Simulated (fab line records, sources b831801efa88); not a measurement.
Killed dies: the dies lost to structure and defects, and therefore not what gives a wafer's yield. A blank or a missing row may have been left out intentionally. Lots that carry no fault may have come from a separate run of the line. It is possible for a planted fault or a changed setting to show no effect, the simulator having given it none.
What tool caused it? -- flow sky130 -- 12 lots, 36 wafers sampled, at 5 steps of a route of 708

## WHAT THE GAUGES SHOWED, per wafer
SKY_VIA1_CD_MEAS_12: the cd target is 150 nm.
lot,measured,on,cdNm (nm)
L075,day 34 07:54,cdSem-02,146.3 148.1 146.7
L077,day 34 20:01,cdSem-02,149.6 146.8 146.7
L079,day 35 08:09,cdSem-01,149.4 149.7 149.7
L081,day 36 13:44,cdSem-01,152.1 153.0 152.6
L083,day 37 15:40,cdSem-01,153.3 151.1 150.9
L084,day 37 21:01,cdSem-02,149.3 148.8 149.8
L088,day 38 14:20,cdSem-01,154.3 153.9 151.8
L090,day 39 10:01,cdSem-01,153.5 151.9 151.9
L092,day 39 20:26,cdSem-02,148.2 149.6 151.1
L093,day 39 22:52,cdSem-02,149.0 147.8 146.6
L094,day 40 09:56,cdSem-02,150.1 148.9 149.9
L097,day 40 20:36,cdSem-01,151.4 151.2 152.1

## WHAT TOOL EACH LOT RAN ON (gives the tool, then ch and the chambers of the sampled wafers, and finally the start)
lot,SKY_LI_CONTACT_CMP_24,SKY_LOCAL_INTERCONNECT_ETCH_13,SKY_CONTACT_ETCH_18,SKY_METAL1_SPUTTER_01
L075,"cmp-02 ch 1,2, day 29 14:02","rieMetal-04 ch 0,1, day 30 18:28","rieDiel-04 ch 1,3, day 32 01:14 or earlier","pvdSputter-02, day 32 01:14"
L077,"cmp-02 ch 0,1, day 30 01:35","rieMetal-04 ch 0,1, day 31 05:55","rieDiel-03 ch 0,2, day 32 12:51 or earlier","pvdSputter-02, day 32 12:51"
L079,"cmp-02 ch 1,2,3, day 30 14:20","rieMetal-02 ch 1, day 31 18:27","rieDiel-04 ch 0,2,3, day 33 01:01 or earlier","pvdSputter-03, day 33 01:01"
L081,"cmp-02 ch 0,1,2, day 31 23:44","rieMetal-04 ch 0,1, day 33 03:26","rieDiel-04 ch 1,3, day 34 08:56 or earlier","pvdSputter-01, day 34 08:56"
L083,"cmp-01 ch 1,2, day 33 00:53","rieMetal-02 ch 0,1, day 34 04:07","rieDiel-03 ch 0,1,2, day 35 10:11 or earlier","pvdSputter-01, day 35 10:11"
L084,"cmp-02 ch 0,3, day 33 07:16","rieMetal-01 ch 0,1, day 34 10:08","rieDiel-04 ch 0,1, day 35 15:32 or earlier","pvdSputter-03, day 35 15:32"
L088,"cmp-01 ch 2,3, day 34 01:09","rieMetal-01 ch 0,1, day 35 04:14","rieDiel-01 ch 0,2,3, day 36 08:32 or earlier","pvdSputter-01, day 36 08:32"
L090,"cmp-01 ch 0,2,3, day 34 21:56","rieMetal-04 ch 0,1, day 36 01:00","rieDiel-04 ch 1,2,3, day 37 05:32 or earlier","pvdSputter-03, day 37 05:32"
L092,"cmp-01 ch 0,2,3, day 35 09:40","rieMetal-01 ch 0,1, day 36 11:58","rieDiel-01 ch 0,1,2, day 37 17:05 or earlier","pvdSputter-03, day 37 17:05"
L093,"cmp-01 ch 1,2,3, day 35 10:37","rieMetal-04 ch 0,1, day 36 12:58","rieDiel-04 ch 0,1, day 37 18:38 or earlier","pvdSputter-03, day 37 18:38"
L094,"cmp-02 ch 0,1,3, day 35 22:25","rieMetal-02 ch 0,1, day 37 00:46","rieDiel-01 ch 0,2,3, day 38 05:53 or earlier","pvdSputter-02, day 38 05:53"
L097,"cmp-02 ch 0,1,2, day 36 11:41","rieMetal-02 ch 0,1, day 37 14:21","rieDiel-03 ch 1,2,3, day 38 18:52 or earlier","pvdSputter-02, day 38 18:52"
- SKY_LI_CONTACT_CMP_24: polishes, stops on PSG, t overpolish 20 s, target thk 0 nm.
- SKY_LOCAL_INTERCONNECT_ETCH_13: etches BARC in N2/H2, stops on SiO2, time 45.9 s, target depth 60 nm.
- SKY_CONTACT_ETCH_18: etches Si3N4 in CHF3/O2, stops on TiN, time 39 s, target depth 75 nm.
- SKY_METAL1_SPUTTER_01: material TiN, target thk 20 nm, time 16.7 s.

## THE ANSWER, worked out from the rows above alone
Rule: usual is defined by the lots themselves. The widest of any qualifying gaps counts: lots, ordered by their means at a reading, are off when they make up no more than a third of the lots, leave a main group of 4 or more, and stand apart from it by 3 or more times the standard deviation of that group's means. If all means in a main group match to the digits the tables above print for the reading, that group is not used. A lot without any number at a reading at which 4 lots or more have one is off too. Where the step has rows for the other lots, those lots are counted as sound.
Nothing can be told from this: no lot is off at any reading shown.

## WHAT THE SIMULATOR PUT IN
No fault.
